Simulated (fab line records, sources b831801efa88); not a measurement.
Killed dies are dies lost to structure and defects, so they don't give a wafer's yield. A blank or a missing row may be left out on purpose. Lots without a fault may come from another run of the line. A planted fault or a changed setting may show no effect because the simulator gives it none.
Which tool did it? | flow sky130 | 11 lots, 31 wafers sampled, at 6 steps of a route of 708

WHAT THE GAUGES READ, wafer by wafer
SKY_NWELL_RS_MEAS_29: measures by four-point-probe. Usual: NWELL_RS 625.4 ohm/sq, standard deviation 1.4.
lot  | measured     | on            | NWELL_RS (ohm/sq) | flag
L861 | day 5 13:11  | film_metro-01 | 625.6 623.7 626.0 |
L864 | day 6 08:08  | film_metro-04 | 626.0 624.6 624.6 |
L866 | day 6 19:23  | film_metro-04 | 624.7 624.9 625.7 |
L868 | day 7 05:58  | film_metro-04 | 625.7 626.5 627.2 |
L872 | day 8 06:10  | film_metro-04 | 623.3 624.1 624.2 |
L873 | day 8 13:16  | film_metro-04 | 625.4 623.9       |
L875 | day 9 05:17  | film_metro-03 | 625.9 626.8       |
L879 | day 10 12:23 | film_metro-03 | 626.1 624.0 625.9 |
L880 | day 10 13:54 | film_metro-03 | 626.4 625.3 625.7 |
L882 | day 11 04:22 | film_metro-01 | 627.3 627.8 628.5 |
L883 | day 11 06:17 | film_metro-03 | 625.5 626.2 626.2 |

SKY_VT_ADJUST_LVTN_TW_MEAS_10. Usual: VT_ADJUST_LVTN_TW 241.2, standard deviation 1.9.
lot  | measured     | on            | VT_ADJUST_LVTN_TW | flag
L861 | day 7 02:22  | film_metro-02 | 242.7 241.9 243.4 |
L864 | day 7 22:08  | film_metro-02 | 241.9 242.8 242.3 |
L866 | day 8 10:51  | film_metro-02 | 242.9 242.2 242.3 |
L868 | day 8 23:40  | film_metro-02 | 243.5 241.4 242.7 |
L872 | day 10 01:11 | film_metro-02 | 243.7 243.5 242.6 |
L873 | day 10 09:44 | film_metro-04 | 238.6 238.3       |
L875 | day 11 03:07 | film_metro-03 | 240.2 239.0       |
L879 | day 12 13:08 | film_metro-04 | 239.6 239.0 239.6 |
L880 | day 12 13:31 | film_metro-02 | 243.5 244.2 243.8 |
L882 | day 13 03:02 | film_metro-02 | 245.0 242.8 241.4 |
L883 | day 13 05:07 | film_metro-02 | 241.4 242.5 241.3 |

SKY_LI_CONTACT_BOW_MEAS_03. Usual: LI_CONTACT_BOW 54 um, standard deviation 6.
lot  | measured     | on            | LI_CONTACT_BOW (um) | flag
L861 | day 28 00:58 | film_metro-03 | 59 56 56            |
L864 | day 30 05:44 | film_metro-03 | 58 38 55            |
L866 | day 30 08:00 | film_metro-02 | 53 58 59            |
L868 | day 30 22:25 | film_metro-03 | 64 44 53            |
L872 | day 31 21:10 | film_metro-03 | 52 58 55            |
L873 | day 31 23:24 | film_metro-01 | 62 57 - -           |
L875 | day 32 23:25 | film_metro-01 | 52 53               |
L879 | day 34 14:35 | film_metro-02 | 51 45 51            |
L880 | day 34 14:17 | film_metro-02 | 59 47 58            |
L882 | day 35 03:39 | film_metro-02 | 50 53 62            |
L883 | day 35 08:55 | film_metro-03 | 56 50 43            |

WHICH TOOL RAN EACH LOT (tool, then ch and the chambers of the sampled wafers, then the start)
lot  | SKY_FIELD_ISO_ETCH_14             | SKY_FIELD_ISO_STRIP_16              | SKY_VT_ADJUST_HVTR_STRIP_10
L861 | rie_diel-02 ch 1,2,3, day 2 10:00 | plasma_asher-02 ch 0,1, day 2 10:06 | plasma_asher-01 ch 0,1, day 9 15:26
L864 | rie_diel-04 ch 0,1,2, day 3 02:18 | plasma_asher-01 ch 0,1, day 3 02:24 | plasma_asher-04 ch 0,1, day 10 13:26
L866 | rie_diel-02 ch 0,2,3, day 3 11:43 | plasma_asher-03 ch 0,1, day 3 11:49 | plasma_asher-02 ch 0,1, day 11 06:14
L868 | rie_diel-02 ch 1,2, day 3 22:15   | plasma_asher-02 ch 0,1, day 3 22:23 | plasma_asher-01 ch 0,1, day 11 20:52
L872 | rie_diel-02 ch 0,3, day 4 18:51   | plasma_asher-01 ch 0,1, day 4 18:59 | plasma_asher-01 ch 0,1, day 12 23:23
L873 | rie_diel-02 ch 1,2, day 5 00:24   | plasma_asher-01 ch 1, day 5 00:30   | plasma_asher-01 ch 0, day 13 07:44
L875 | rie_diel-02 ch 2,3, day 5 13:01   | plasma_asher-01 ch 0,1, day 5 13:09 | plasma_asher-01 ch 0,1, day 13 23:16
L879 | rie_diel-03 ch 1,3, day 6 08:00   | plasma_asher-03 ch 0, day 6 08:06   | plasma_asher-04 ch 1, day 15 15:00
L880 | rie_diel-04 ch 0,1,3, day 6 12:30 | plasma_asher-01 ch 0, day 6 12:36   | plasma_asher-01 ch 0,1, day 15 15:35
L882 | rie_diel-03 ch 0,2, day 7 03:43   | plasma_asher-01 ch 0,1, day 7 03:49 | plasma_asher-02 ch 0,1, day 16 07:27
L883 | rie_diel-03 ch 1,2,3, day 7 06:55 | plasma_asher-01 ch 0,1, day 7 07:01 | plasma_asher-02 ch 0,1, day 16 10:08
- SKY_FIELD_ISO_ETCH_14: etches BARC in N2/H2, stops on SiO2, time 45.9 s, target depth 60 nm.
- SKY_FIELD_ISO_STRIP_16: strips in O2/N2.
- SKY_VT_ADJUST_HVTR_STRIP_10: strips in O2/N2.

WHAT THE TOOLS THEMSELVES READ (means of the sampled wafers that have a number; where no wafer has one, the mark that the record gives instead)
SKY_FIELD_ISO_ETCH_14. Usual: drypump_motor_current_A 5.8 A, standard deviation 0.41; oes_product_au 0.854 a.u., standard deviation 0.0045; run_length_s 74.1 s, standard deviation 0.54; throttle_valve_pct 13.224 %, standard deviation 0.0082.
lot  | tool        | drypump_motor_current_A (A) | oes_product_au (a.u.) | run_length_s (s) | throttle_valve_pct (%) | flag
L861 | rie_diel-02 | 5.5                         | 0.857                 | 74.4             | 13.223                 |
L864 | rie_diel-04 | 5.8                         | 0.849                 | 74.4             | 13.217                 |
L866 | rie_diel-02 | 5.5                         | 0.854                 | 74.6             | 13.220                 |
L868 | rie_diel-02 | 5.6                         | 0.851                 | 74.5             | 13.225                 |
L872 | rie_diel-02 | 5.5                         | 0.785                 | 84.9             | 13.220                 | OFF
L873 | rie_diel-02 | 5.7                         | 0.664                 | 106.6            | 13.207                 | OFF
L875 | rie_diel-02 | 5.5                         | 0.758                 | 90.7             | 13.211                 | OFF
L879 | rie_diel-03 | 5.4                         | 0.851                 | 73.8             | 13.222                 |
L880 | rie_diel-04 | 5.9                         | 0.855                 | 73.9             | 13.234                 |
L882 | rie_diel-03 | 6.4                         | 0.853                 | 74.2             | 13.226                 |
L883 | rie_diel-03 | 5.7                         | 0.853                 | 73.8             | 13.223                 |

SKY_FIELD_ISO_STRIP_16. Usual: drypump_motor_current_A 5.6 A, standard deviation 0.51; oes_product_au 0.378 a.u., standard deviation 0.0045; strip_time_to_endpoint_s 3.556 s, standard deviation 0.027.
lot  | tool            | drypump_motor_current_A (A) | oes_product_au (a.u.) | strip_time_to_endpoint_s (s) | flag
L861 | plasma_asher-02 | 5.3                         | 0.382                 | 3.572                        |
L864 | plasma_asher-01 | 5.9                         | 0.376                 | 3.541                        |
L866 | plasma_asher-03 | 5.7                         | 0.378                 | 3.556                        |
L868 | plasma_asher-02 | 5.6                         | 0.379                 | 3.584                        |
L872 | plasma_asher-01 | 5.8                         | 0.377                 | 3.420                        | OFF
L873 | plasma_asher-01 | 6.3                         | 0.367                 | 3.251                        | OFF
L875 | plasma_asher-01 | 5.7                         | 0.369                 | 3.420                        | OFF
L879 | plasma_asher-03 | 5.6                         | 0.375                 | 3.540                        |
L880 | plasma_asher-01 | 4.9                         | 0.376                 | 3.562                        |
L882 | plasma_asher-01 | 5.9                         | 0.382                 | 3.538                        |
L883 | plasma_asher-01 | 5.9                         | 0.377                 | 3.554                        |

SKY_VT_ADJUST_HVTR_STRIP_10. Usual: drypump_motor_current_A 5.7 A, standard deviation 0.6; oes_product_au 0.716 a.u., standard deviation 0.0049; strip_time_to_endpoint_s 14.19 s, standard deviation 0.035.
lot  | tool            | drypump_motor_current_A (A) | oes_product_au (a.u.) | strip_time_to_endpoint_s (s) | flag
L861 | plasma_asher-01 | 5.9                         | 0.719                 | 14.21                        |
L864 | plasma_asher-04 | 5.8                         | 0.717                 | 14.20                        |
L866 | plasma_asher-02 | 5.5                         | 0.718                 | 14.22                        |
L868 | plasma_asher-01 | 5.4                         | 0.719                 | 14.23                        |
L872 | plasma_asher-01 | 5.9                         | 0.716                 | 14.11                        |
L873 | plasma_asher-01 | 4.9                         | 0.718                 | 14.23                        |
L875 | plasma_asher-01 | 5.6                         | 0.720                 | 14.16                        |
L879 | plasma_asher-04 | 5.5                         | 0.717                 | 14.19                        |
L880 | plasma_asher-01 | 5.9                         | 0.713                 | 14.13                        |
L882 | plasma_asher-02 | 5.6                         | 0.715                 | 14.14                        |
L883 | plasma_asher-02 | 5.3                         | 0.719                 | 14.17                        |

THE ANSWER, worked out from the rows above alone
Rule: a lot is off if the mean of its wafers that have a number lies more than 3 standard deviations from the usual mean. A lot without any number at a reading at which 4 lots or more have one is off too. The other lots that the step has rows for count as sound. The gauges are gone through in route order, then the tools' own readings, and for those a lot's mean is taken as printed above. The first step at which some lot is off is used, and at that step the reading that is off furthest; a lot without a number counts as furthest.
Off: L872, L873, L875, at SKY_FIELD_ISO_ETCH_14 (run_length_s).
A tool fits if, at that step or a process step before it, it ran every lot that is off, and no sound lot after the first of them. One fits: rie_diel-02 at SKY_FIELD_ISO_ETCH_14. Its last sound lot is L868 (day 3 22:15), its first lot that is off L872 (day 4 18:51): a fault that began between those two fits.
The tool's own readings at SKY_FIELD_ISO_ETCH_14 bear it out: on the lots that are off they differ by more than 5 times the standard deviation of the sound lots' means. oes_product_au reads 0.736 a.u. there against 0.853 a.u. on the sound lots; run_length_s reads 94.1 s there against 74.2 s on the sound lots.

WHAT THE SIMULATOR HAD PUT IN
Process parameter drift: rie_diel-02, from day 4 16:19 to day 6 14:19, at SKY_FIELD_ISO_ETCH_14. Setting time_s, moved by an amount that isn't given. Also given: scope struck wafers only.
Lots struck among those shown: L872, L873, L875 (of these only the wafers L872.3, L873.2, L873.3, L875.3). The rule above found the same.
